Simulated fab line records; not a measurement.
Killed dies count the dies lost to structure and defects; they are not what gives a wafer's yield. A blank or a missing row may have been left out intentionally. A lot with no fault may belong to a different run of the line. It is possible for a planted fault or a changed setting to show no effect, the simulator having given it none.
fab line records ; flow sfqLine
record: lots: 13; wafers: 39; lastDay: 91
route steps=325 shown M3@129
lots that met no fault: from a run of the same line without faults
startH: the number of hours between the record's first day and the start of the first shown wafer of the lot ; waitH: hours elapsed since this lot's preceding step ; " repeats the value in the row above ; L1.1+2: a single row standing in for several wafers ; - no value, or no start was given ; * or withheld: withheld ; < > ~ a bound
route shown NAME@n: NAME is a module with steps in the file, n the number in the route of the first one ; usual: mean and standard deviation over wafers with no fault ; same: alike in all rows ; chamber/n: place in a boat ; sites: per-site readings ; _std_site: standard deviation across them ; _edge_site: the outer-site mean with the inner-site mean subtracted ; radiusMm: for every site, how far away it sits from the centre of the wafer ; mask NAME#n: copy n ; behind: the last tool/chamber to shape the wafer ; hold: why the lot went on hold/how many hours it stayed there/how the hold came to an end ; device: transistor that didn't switch, given as n, p or np ; end of line: at the end of the route, the tests of the same wafers ; a step given without rows: its recipe and nothing more ; killed: dies lost to structure and defects at the first sort, not the wafer's yield ; map: shows each die of a wafer: x if killed, . if not, _ if none is there
set.NAME: setting as actually run; set.NAME@STEP: the setting as run at that earlier step ; model.NAME: the simulator's own value behind a step, which no gauge read
the route's steps for a sample of lots (tables are steps, rows are wafers)
services: from which hour (startH, from the record's first day; less than 0 if before it) a tool's chamber was out of use, for how many hours, and why
== steps ==
step: SFQ_TRILAYER_M3_BARC_OPEN_METAL_ETCH_100
recipe: maskMaterial: PR; chemistry: O2; targetDepthNm: 125; target: BARC; icpW: 600; biasW: 78.62; pressureMtorr: 10; timeS: 41.7
usual: drypumpMotorCurrentA: 5.8/0.4; oesProductAu: 0.685/0.0044; rfFwdPowerW: 594.5/2.5
lot.wafer;tool;chamber;startH;waitH;drypumpMotorCurrentA;oesProductAu;rfFwdPowerW;rfHoursCounterH
L647.2;rieMetal-02;0;896.40;0.0;6.4;0.682;593.7;59
L647.3;rieMetal-02;1;896.40;0.0;5.4;0.680;595.3;-
L647.5;rieMetal-02;1;896.40;0.0;5.4;0.681;596.1;-
L648.1;rieMetal-04;0;902.40;0.0;5.1;0.682;596.8;30
L648.3;rieMetal-04;0;902.40;0.0;5.1;0.682;592.5;-
L648.4;rieMetal-04;1;902.40;0.0;5.8;0.682;595.5;-
L649.2;rieMetal-03;0;909.60;0.0;6.1;0.682;592.6;6
L649.5;rieMetal-03;0;909.60;0.0;6.1;0.685;593.9;-
L649.6;rieMetal-03;1;909.60;0.0;6.0;0.679;595.8;-
L650.1;rieMetal-03;1;913.20;0.0;6.0;0.685;596.4;91
L650.2;rieMetal-03;0;913.20;0.0;6.1;0.678;593.5;6
L650.4;rieMetal-03;0;913.20;0.0;6.1;0.679;592.1;-
L659.2;rieMetal-03;1;1030.13;0.0;6.0;0.685;500.8;107
L659.3;rieMetal-03;1;1030.13;0.0;6.0;0.691;498.9;-
L659.6;rieMetal-03;0;1030.13;0.0;6.1;0.685;590.6;-
L661.3;rieMetal-02;1;1054.25;0.0;5.4;0.693;596.2;-
L661.5;rieMetal-02;1;1054.25;0.0;5.4;0.690;598.0;-
L661.6;rieMetal-02;0;1054.25;0.0;6.3;0.681;594.6;-
L662.1;rieMetal-04;1;1055.60;0.0;5.8;0.683;597.8;110
L662.2;rieMetal-04;0;1055.60;0.0;5.1;0.684;590.5;54
L662.6;rieMetal-04;1;1055.60;0.0;5.8;0.686;593.9;-
L663.3;rieMetal-04;1;1081.00;0.1;5.8;0.678;594.3;-
L663.4;rieMetal-04;1;1081.00;0.1;5.8;0.684;593.9;-
L663.6;rieMetal-04;1;1081.00;0.1;5.9;0.681;592.0;-
L664.2;rieMetal-04;1;1090.44;0.0;5.9;0.688;595.8;116
L664.4;rieMetal-04;1;1090.44;0.0;5.8;0.687;597.7;-
L664.5;rieMetal-04;1;1090.44;0.0;5.9;0.686;596.9;-
L666.1;rieMetal-03;0;1100.05;0.0;6.1;0.688;595.3;37
L666.5;rieMetal-03;1;1100.05;0.0;6.0;0.683;594.7;-
L666.6;rieMetal-03;0;1100.05;0.0;6.1;0.684;593.0;-
L667.1;rieMetal-02;0;1233.67;0.0;6.3;0.690;595.7;107
L667.2;rieMetal-02;1;1233.67;0.0;5.4;0.688;599.7;111
L667.6;rieMetal-02;1;1233.67;0.0;5.4;0.690;596.5;-
L668.1;rieMetal-03;0;1239.67;0.0;6.1;0.682;596.7;61
L668.2;rieMetal-03;1;1239.67;0.0;6.0;0.677;594.9;3
L668.3;rieMetal-03;0;1239.67;0.0;6.1;0.677;593.2;-
L669.1;rieMetal-02;1;1243.27;0.0;5.4;0.690;599.8;112
L669.3;rieMetal-02;1;1243.27;0.0;5.4;0.692;595.1;-
L669.5;rieMetal-02;1;1243.27;0.0;5.4;0.686;593.7;-
== services ==
tool;chamber;startH;hours;kind
rieMetal-03;0;905.28;3.3;repair
rieMetal-03;-;932.83;0.8;repair
rieMetal-02;-;998.24;1.0;repair
rieMetal-03;1;1005.37;17.1;repair
rieMetal-04;0;1063.00;20.2;repair
rieMetal-03;-;1182.65;0.5;repair
rieMetal-02;-;1189.74;2.8;pm
rieMetal-03;1;1204.29;-;clean
rieMetal-03;1;1204.29;-;consumableReplace:focusRing
rieMetal-03;1;1204.29;20.5;scheduledDown
rieMetal-03;1;1204.29;20.5;ventCycle
rieMetal-04;1;1219.16;-;clean
rieMetal-04;1;1219.16;-;consumableReplace:focusRing
rieMetal-04;1;1219.16;26.4;scheduledDown
rieMetal-04;1;1219.16;26.4;ventCycle
rieMetal-02;-;1219.29;0.8;repair
== key ==
firstSign: step: SFQ_TRILAYER_M3_BARC_OPEN_METAL_ETCH_100; reading: rfFwdPowerW; direction: down; sigmas: 37; usual: 594.5; struck: 499.9
effect none on later readings
metAt SFQ_TRILAYER_M3_BARC_OPEN_METAL_ETCH_100
struckLots L659
struckWafers L659.2,L659.3
onsetBetween 913.20 1030.13
fault: kind: processParameterDrift; tool: rieMetal-03; chamber: 1; onsetH: 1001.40; steps: SFQ_TRILAYER_M3_BARC_OPEN_METAL_ETCH_100; channel: icpW; offset: -96; shape: step; endH: 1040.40; actsIn: theseRecipesOnly; stated: 600
